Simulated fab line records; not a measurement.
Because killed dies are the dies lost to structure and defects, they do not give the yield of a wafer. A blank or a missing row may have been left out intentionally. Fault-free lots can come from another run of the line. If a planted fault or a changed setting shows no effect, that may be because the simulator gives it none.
fab line records | flow sky130
record: lots: 5 wafers: 15 lastDay: 49
route steps=708 shown POLY_GATE@217 PAD_OPEN@708
lots that met no fault: from a run of the same line without faults
startH: the number of hours between the record's first day and the start of the first shown wafer of the lot | waitH: hours since the lot's step before | " as in the row above | L1.1+2: a single row standing in for several wafers | - no value present, or no start provided | * or withheld: withheld | < > ~ a bound
route shown NAME@n: NAME is a module with steps in the file, n the number in the route of the first one | usual: the fault-free wafers' mean and standard deviation | same: alike in all rows | chamber/n: place in a boat | sites: per-site readings | _std_site: the standard deviation of these | _edge_site: outer sites' mean less inner sites' | radiusMm: for every site, how far away it sits from the centre of the wafer | mask NAME#n: copy n | behind: the last tool/chamber to shape the wafer | hold: the reason the lot was held/the length of the hold in hours/how it ended | device: the n, p or np transistor that did not switch | end of line: the same wafers' tests at the end of the route | step lacking rows: just its recipe | killed: count of dies lost to structure and defects at first sort (not the wafer's yield) | map: the dies of a wafer, with x for killed, . for not killed, _ for no die there
set.NAME: the setting that was run; set.NAME@STEP: the one run at that earlier step | model.NAME: the simulator's own value behind a step, which no gauge read
lots at some steps of the route; a table a step, a row a wafer
services: when a tool's chamber went out of use (startH, in hours from the record's first day, below 0 if earlier), for how many hours, and the reason
== steps ==
step: SKY_POLY_GATE_CVD_03
recipe: material: Si3N4 precursor: DCS/NH3 targetThkNm: 75 tempC: 770 timeS: 1290 pressureMtorr: 250
step: SKY_POLY_GATE_THK_MEAS_04
recipe: reads: Si3N4_of_POLY_GATE_CVD_03
usual: POLY_GATE_CVD_03_THK: 74.9/0.68
columns lot.wafer tool chamber startH waitH POLY_GATE_CVD_03_THK[nm]
L406.2 filmMetro-04 - 342.16 0.0 76.1
L406.3 " - " " 75.6
L406.5 " - " " 75.6
L409.1 filmMetro-04 - 369.34 0.0 75.2
L409.2 " - " " 74.6
L409.5 " - " " 74.7
L410.1 filmMetro-04 - 379.17 0.0 73.8
L410.5 " - " " 74.2
L410.6 " - " " 74.3
L422.1 filmMetro-04 - 482.98 0.0 75.2
L422.2 " - " " 75.8
L422.6 " - " " 75.4
L426.3 filmMetro-03 - 512.12 0.0 74.2
L426.5 " - " " 73.8
L426.6 " - " " 74.6
step: SKY_POLY_GATE_DEHYDRATE_05
recipe: tempC: 200 timeS: 60
step: SKY_POLY_GATE_HMDS_06
recipe: primeTimeS: 60 primeTempC: 120
step: SKY_POLY_GATE_COAT_07
recipe: resist: BARC tempC: withheld timeS: withheld spinRpm: 3000 resistThkNm: 110
step: SKY_POLY_GATE_COAT_08
recipe: resist: KrF-thick spinRpm: 3000 resistThkNm: 450
step: SKY_POLY_GATE_SOFTBAKE_09
recipe: tempC: 100 timeS: 90 resist: KrF-thick
step: SKY_POLY_GATE_EXPOSE_10
recipe: maskId: P1M na: 0.68 sourceShape: conventional sigmaOuter: 0.6 targetCdNm: 150 doseMj: 28
step: SKY_POLY_GATE_PEB_11
recipe: pebTempC: withheld pebTimeS: withheld resist: KrF-thick
step: SKY_POLY_GATE_DEVELOP_12
recipe: developTimeS: 60 resist: KrF-thick devTempC: 21
step: SKY_POLY_GATE_CD_MEAS_13
recipe: targetCdNm: 150
usual: cdNm: 149.6/1.2
columns lot.wafer tool chamber startH waitH cdNm
L406.2 cdSem-02 - 369.86 - 149.3
L406.3 " - " " 149.7
L406.5 " - " " 149.5
L409.1 cdSem-01 - 397.72 - 150.7
L409.2 " - " " 151.4
L409.5 " - " " 152.1
L410.1 cdSem-01 - 407.69 - 148.3
L410.5 " - " " 147.3
L410.6 " - " " 147.8
L422.1 cdSem-02 - 514.02 - 150.0
L422.2 " - " " 150.3
L422.6 " - " " 150.2
L426.3 cdSem-01 - 542.53 - 148.2
L426.5 " - " " 149.1
L426.6 " - " " 148.4
step: SKY_POLY_GATE_OVL_MEAS_14
usual: POLY_GATE_OVL: -2/4.9
columns lot.wafer tool chamber startH waitH POLY_GATE_OVL[nm]
L406.2 overlay-02 - 369.96 0.1 -13
L406.3 " - " " -7
L406.5 " - " " -12
L409.1 overlay-02 - 397.84 0.1 0
L409.2 " - " " -5
L409.5 " - " " -4
L410.1 overlay-02 - 407.81 0.1 -1
L410.5 " - " " -3
L410.6 " - " " -2
L422.1 overlay-01 - 514.14 0.1 -6
L422.2 " - " " -6
L422.6 " - " " -1
L426.3 overlay-02 - 542.62 0.1 0
L426.5 " - " " -2
L426.6 " - " " 4
step: SKY_POLY_GATE_ETCH_15
recipe: chemistry: N2/H2 target: BARC ionEnergyEv: 200 sourceW: 500 biasW: 100 pressureMtorr: 30 n2FlowSccm: 100 h2FlowSccm: 200 stopOn: SiO2 timeS: 118.5 targetDepthA: 1100
usual: drypumpMotorCurrentA: 5.7/0.58 oesProductAu: 0.717/0.0042 rfFwdPowerW: 497.5/1.5 throttleValvePct: 13.213/0.01
columns lot.wafer tool chamber startH waitH drypumpMotorCurrentA oesProductAu rfFwdPowerW rfHoursCounterH throttleValvePct model.KrF-thick_of_POLY_GATE_COAT_08.thkNm
L406.2 rieDiel-03 3 369.99 0.0 5.6 0.720 498.7 93 13.237 348.2
L406.3 " 1 " " 5.9 0.717 497.5 60 13.206 349.4
L406.5 " 0 " " 6.4 0.721 494.7 - 13.197 348.5
L409.1 rieDiel-02 1 397.88 0.0 4.8 0.720 497.3 2 13.194 342
L409.2 " 0 " " 5.8 0.723 494.8 52 13.206 344.1
L409.5 " 1 " " 4.8 0.724 497.0 - 13.228 342.6
L410.1 rieDiel-02 3 407.84 0.0 5.9 0.713 497.9 4 13.200 344.3
L410.5 " 1 " " 4.8 0.715 497.8 - 13.209 348.9
L410.6 " 0 " " 5.8 0.715 497.4 - 13.212 346.5
L422.1 rieDiel-02 3 514.18 0.0 5.9 0.714 499.7 6 13.206 347.6
L422.2 " 1 " " 4.7 0.714 495.3 4 13.209 344.7
L422.6 " 3 " " 5.9 0.719 497.3 - 13.220 347
L426.3 rieDiel-04 2 542.64 0.0 5.7 0.718 497.0 13 13.217 347.4
L426.5 " 3 " " 5.0 0.720 495.8 - 13.218 345.2
L426.6 " 2 " " 5.6 0.717 497.8 - 13.208 345.7
step: SKY_POLY_GATE_ETCH_16
recipe: stopOn: poly-Si chemistry: CH3F/O2 target: Si3N4 sourceW: 400 biasW: 80 pressureMtorr: 25 ch3fFlowSccm: 40 O2_flow_sccm: 30 timeS: 147.5 targetDepthA: 750
usual: drypumpMotorCurrentA: 5.7/0.58 oesProductAu: 0.640/0.0057 rfFwdPowerW: 398.4/1.2 throttleValvePct: 10.535/0.011
columns lot.wafer tool chamber startH waitH drypumpMotorCurrentA oesProductAu rfFwdPowerW rfHoursCounterH throttleValvePct
L406.2 rieDiel-03 3 370.07 0.0 5.6 0.644 397.7 93 10.540
L406.3 " 1 " " 5.9 0.640 397.8 60 10.534
L406.5 " 0 " " 6.4 0.649 398.0 - 10.519
L409.1 rieDiel-02 1 397.96 0.0 4.8 0.641 398.2 2 10.532
L409.2 " 0 " " 5.8 0.636 398.5 52 10.530
L409.5 " 1 " " 4.7 0.640 399.1 - 10.532
L410.1 rieDiel-02 3 407.92 0.0 5.9 0.629 399.5 4 10.531
L410.5 " 1 " " 4.8 0.638 400.6 - 10.534
L410.6 " 0 " " 5.8 0.642 397.5 - 10.558
L422.1 rieDiel-02 3 514.26 0.0 5.9 0.639 397.3 7 10.513
L422.2 " 1 " " 4.7 0.646 399.5 4 10.544
L422.6 " 3 " " 5.9 0.642 397.1 - 10.563
L426.3 rieDiel-04 2 542.72 0.0 5.6 0.641 397.4 13 10.548
L426.5 " 3 " " 5.0 0.636 397.4 - 10.534
L426.6 " 2 " " 5.6 0.635 396.3 - 10.538
step: SKY_POLY_GATE_ETCH_17
recipe: targetDepthNm: 180 stopOn: SiO2 overEtchFrac: 0.56667 chemistry: HBr/Cl2 target: poly-Si icpW: 400 biasW: 100 pressureMtorr: 10 HBr_flow_sccm: 150 Cl2_flow_sccm: 50 timeS: 70.5
usual: drypumpMotorCurrentA: 5.5/0.52 oesProductAu: 0.989/0.007 rfFwdPowerW: 397.0/1.3 throttleValvePct: 33.685/0.0088
columns lot.wafer tool chamber startH waitH drypumpMotorCurrentA oesProductAu rfFwdPowerW rfHoursCounterH throttleValvePct model.KrF-thick_of_POLY_GATE_COAT_08.thkNm
L406.2 rieSi-02 1 370.17 0.0 5.4 0.999 396.7 26 33.691 144.5
L406.3 " 2 " " 5.5 0.985 398.0 5 33.681 145.1
L406.5 " 1 " " 5.4 0.986 395.1 - 33.678 144
L409.1 rieSi-01 0 398.06 0.0 5.7 0.981 398.7 37 33.693 137.8
L409.2 " 1 " " 6.7 0.992 396.7 3 33.694 142.3
L409.5 " 0 " " 5.7 1.001 399.9 - 33.703 138.2
L410.1 rieSi-01 0 408.02 0.0 5.7 0.992 396.7 38 33.681 138.6
L410.5 " 1 " " 6.7 1.001 398.3 - 33.676 144.3
L410.6 " 2 " " 5.4 1.006 396.0 - 33.692 143.2
L422.1 rieSi-01 0 514.36 0.0 5.7 0.984 396.4 38 33.679 144
L422.2 " 3 " " 5.0 0.991 396.5 0 33.681 140.1
L422.6 " 3 " " 5.0 0.987 397.6 - 33.673 144.1
L426.3 rieSi-01 2 542.82 0.0 5.5 0.980 398.7 2 33.670 145.2
L426.5 " 2 " " 5.4 0.974 397.4 - 33.689 143.1
L426.6 " 1 " " 6.7 0.988 398.1 - 33.687 143.4
step: SKY_POLY_GATE_STRIP_18
recipe: chemistry: O2/N2 powerW: 1400 pressureMtorr: 1500 platenTempC: withheld o2FlowSccm: 3000 n2FlowSccm: 300 overashFraction: 0.5
usual: drypumpMotorCurrentA: 5.56/0.13 oesProductAu: 0.362/0.0042 stripTimeToEndpointS: 3.19/0.031
columns lot.wafer tool chamber startH waitH drypumpMotorCurrentA oesProductAu rfHoursCounterH stripTimeToEndpointS
L406.2 plasmaAsher-03 0 370.23 0.0 5.61 0.370 64 3.23
L406.3 " 0 " " 5.61 0.357 - 3.23
L406.5 " 1 " " 5.68 0.360 - 3.21
L409.1 plasmaAsher-02 1 398.11 0.0 5.59 0.352 58 3.12
L409.2 " 0 " " 5.34 0.360 58 3.20
L409.5 " 1 " " 5.60 0.364 - 3.15
L410.1 plasmaAsher-02 0 408.08 0.0 5.33 0.357 59 3.16
L410.5 " 0 " " 5.32 0.358 - 3.21
L410.6 " 1 " " 5.59 0.362 - 3.20
L422.1 plasmaAsher-03 0 514.42 0.0 5.63 0.366 9 3.21
L422.2 " 1 " " 5.68 0.365 9 3.18
L422.6 " 0 " " 5.61 0.365 - 3.21
L426.3 plasmaAsher-03 0 542.91 0.1 5.63 0.366 - 3.22
L426.5 " 1 " " 5.69 0.360 - 3.22
L426.6 " 0 " " 5.66 0.362 - 3.22
step: SKY_PAD_OPEN_PROBE_99
usual: killed_at_M0_to_M3: 43/6.5 killed_at_M4_up: 3.2/1.8 killedAtContacts: 26/5.2 killedAtFrontEnd: 16/4.8 killedDies: 89/9.6 killedOpen: 48/7.1 killedShort: 40/6.4
same: grossDies: 492 killedAtBackSide: 0 killedAtOther: 0
columns lot.wafer tool chamber startH waitH killed_at_M0_to_M3 killed_at_M4_up killedAtContacts killedAtFrontEnd killedDies killedOpen killedShort
L406.2 prober-02 - 1074.58 0.1 38 0 32 11 81 41 40
L406.3 prober-02 - 1074.63 0.2 36 1 26 14 77 41 36
L406.5 prober-02 - 1074.73 0.2 44 4 19 14 81 44 37
L409.1 prober-02 - 1096.48 0.1 41 6 24 13 84 42 42
L409.2 prober-02 - 1096.53 0.1 43 2 26 17 88 48 39
L409.5 prober-02 - 1096.68 0.2 35 3 20 23 81 48 33
L410.1 prober-02 - 1099.93 0.1 40 6 23 16 85 48 37
L410.5 prober-02 - 1100.13 0.2 49 3 31 17 100 65 35
L410.6 prober-02 - 1100.18 0.2 54 5 15 13 87 46 41
L422.1 prober-01 - 1170.27 0.1 38 5 33 10 86 39 47
L422.2 prober-01 - 1170.32 0.1 49 5 22 23 99 61 36
L422.6 prober-01 - 1170.52 0.2 48 4 25 15 92 49 41
L426.3 prober-01 - 1183.06 0.2 52 2 31 24 109 66 43
L426.5 prober-01 - 1183.16 0.2 45 5 29 17 96 52 44
L426.6 prober-01 - 1183.21 0.2 46 2 27 18 93 48 45
killed by level:class
L406.2 LI_CONTACT:geometricParticle:open=12 CONTACT:geometricParticle:open=9 METAL1:geometricParticle:short=8 METAL2:geometricParticle:short=7 CONTACT:geometricParticle:short=5 VIA3:geometricParticle:open=5 FIELD_ISO:geometricParticle:short=4 VIA2:geometricParticle:open=4
L406.3 VIA3:geometricParticle:open=8 CONTACT:geometricParticle:short=8 CONTACT:geometricParticle:open=7 VIA2:geometricParticle:open=7 FIELD_ISO:geometricParticle:short=6 LI_CONTACT:geometricParticle:open=6 FIELD_ISO:geometricParticle:open=5 METAL1:geometricParticle:short=5
L406.5 VIA1:geometricParticle:open=10 VIA2:geometricParticle:open=10 CONTACT:geometricParticle:open=6 VIA3:geometricParticle:open=6 POLY_GATE:geometricParticle:short=5 CONTACT:geometricParticle:short=5 FIELD_ISO:geometricParticle:open=4 FIELD_ISO:geometricParticle:short=4
L409.1 CONTACT:geometricParticle:open=11 METAL2:geometricParticle:short=9 METAL1:geometricParticle:short=8 VIA3:geometricParticle:open=7 METAL4:geometricParticle:short=6 VIA1:geometricParticle:open=6 LI_CONTACT:geometricParticle:open=5 VIA2:geometricParticle:open=5
L409.2 VIA1:geometricParticle:open=16 CONTACT:geometricParticle:open=9 VIA2:geometricParticle:open=8 CONTACT:geometricParticle:short=8 FIELD_ISO:geometricParticle:short=5 FIELD_ISO:geometricParticle:open=5 METAL1:geometricParticle:short=5 POLY_GATE:geometricParticle:short=4
L409.5 VIA1:geometricParticle:open=11 CONTACT:geometricParticle:open=9 FIELD_ISO:geometricParticle:open=7 POLY_GATE:geometricParticle:short=7 LI_CONTACT:geometricParticle:open=6 METAL1:geometricParticle:short=5 VIA2:geometricParticle:open=5 VIA2:geometricParticle:short=4
L410.1 CONTACT:geometricParticle:open=9 LI_CONTACT:geometricParticle:open=9 VIA1:geometricParticle:open=9 VIA2:geometricParticle:open=5 METAL1:geometricParticle:short=5 METAL4:geometricParticle:short=5 FIELD_ISO:geometricParticle:open=4 POLY_GATE:geometricParticle:open=4
L410.5 CONTACT:geometricParticle:open=12 VIA1:geometricParticle:open=10 VIA3:geometricParticle:open=9 LI_CONTACT:geometricParticle:open=8 POLY_GATE:geometricParticle:open=7 VIA2:geometricParticle:open=6 CONTACT:geometricParticle:short=5 METAL3:geometricParticle:short=4
L410.6 VIA3:geometricParticle:open=11 METAL2:geometricParticle:short=10 VIA1:geometricParticle:open=8 FIELD_ISO:geometricParticle:open=7 METAL1:geometricParticle:short=7 CONTACT:geometricParticle:open=6 VIA2:geometricParticle:short=6 VIA2:geometricParticle:open=6
L422.1 LI_CONTACT:geometricParticle:open=9 VIA1:geometricParticle:open=9 CONTACT:geometricParticle:short=7 CONTACT:geometricParticle:open=7 VIA1:geometricParticle:short=7 LOCAL_INTERCONNECT:geometricParticle:short=6 VIA2:geometricParticle:open=6 METAL4:geometricParticle:short=5
L422.2 VIA1:geometricParticle:open=18 POLY_GATE:geometricParticle:open=8 CONTACT:geometricParticle:open=7 FIELD_ISO:geometricParticle:short=6 METAL2:geometricParticle:short=6 VIA2:geometricParticle:open=6 LI_CONTACT:geometricParticle:open=6 LOCAL_INTERCONNECT:geometricParticle:short=5
L422.6 VIA1:geometricParticle:open=10 VIA3:geometricParticle:open=8 LI_CONTACT:geometricParticle:open=7 METAL1:geometricParticle:short=7 CONTACT:geometricParticle:open=6 CONTACT:geometricParticle:short=5 VIA2:geometricParticle:short=5 METAL4:geometricParticle:short=4
L426.3 CONTACT:geometricParticle:open=16 VIA1:geometricParticle:open=12 VIA2:geometricParticle:open=10 FIELD_ISO:geometricParticle:open=8 LI_CONTACT:geometricParticle:open=6 VIA1:geometricParticle:short=6 VIA2:geometricParticle:short=6 POLY_GATE:geometricParticle:open=5
L426.5 LI_CONTACT:geometricParticle:open=9 METAL1:geometricParticle:short=9 VIA3:geometricParticle:open=8 CONTACT:geometricParticle:open=7 VIA1:geometricParticle:open=7 FIELD_ISO:geometricParticle:open=6 LOCAL_INTERCONNECT:geometricParticle:short=5 FIELD_ISO:geometricParticle:short=4
L426.6 CONTACT:geometricParticle:open=10 VIA1:geometricParticle:open=8 METAL1:geometricParticle:short=6 METAL3:geometricParticle:short=6 FIELD_ISO:geometricParticle:short=5 CONTACT:geometricParticle:short=5 VIA2:geometricParticle:open=5 LI_CONTACT:geometricParticle:open=4
== services ==
columns tool chamber startH hours kind
rieDiel-04 1 378.54 4.6 repair
rieSi-01 3 378.76 4.4 repair
rieDiel-03 - 382.92 0.8 repair
rieDiel-04 1 386.54 - clean
rieDiel-04 1 386.54 14.7 scheduledDown
rieDiel-04 1 386.54 14.7 ventCycle
rieDiel-02 3 387.22 5.1 repair
rieSi-01 - 393.05 2.8 pm
plasmaAsher-03 - 394.04 3.6 repair
plasmaAsher-03 - 396.44 2.7 repair
rieSi-01 2 400.09 4.0 repair
rieDiel-02 1 419.92 15.0 repair
plasmaAsher-03 - 421.25 9.0 pm
plasmaAsher-03 0 421.25 9.0 ventCycle
plasmaAsher-03 1 421.25 9.0 ventCycle
plasmaAsher-03 0 430.25 - clean
plasmaAsher-03 1 430.25 - clean
plasmaAsher-02 - 444.88 4.1 repair
plasmaAsher-02 - 461.16 4.0 repair
rieDiel-02 - 467.89 0.1 repair
rieDiel-03 3 484.13 - clean
rieSi-01 3 487.53 - clean
rieSi-01 3 487.53 21.7 scheduledDown
rieSi-01 3 487.53 21.7 ventCycle
== key ==
firstSign none at tools or gauges
modelEffect: step: SKY_POLY_GATE_ETCH_15 value: KrF-thick_of_POLY_GATE_COAT_08.thkNm without: 344 struck: 348.9
modelEffect: step: SKY_POLY_GATE_ETCH_17 value: KrF-thick_of_POLY_GATE_COAT_08.thkNm without: 139.4 struck: 144.3
metAt SKY_POLY_GATE_ETCH_15
struckWafers L410.5
testerLeftOut L410
onsetBetween 397.88 407.84
fault: kind: processParameterDrift tool: rieDiel-02 chamber: 1 onsetH: 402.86 steps: SKY_POLY_GATE_ETCH_15 channel: ionEnergyEv offset: -32 shape: step endH: 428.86 actsIn: theseRecipesOnly stated: 200
testerLeftOut: of these lots the tester's yield and bins aren't shown, on N5 and GAA mostly nor the transistor test; their killed dies are dies lost to structure and defects alone, not to doping, threshold or leakage, so they don't give the yield
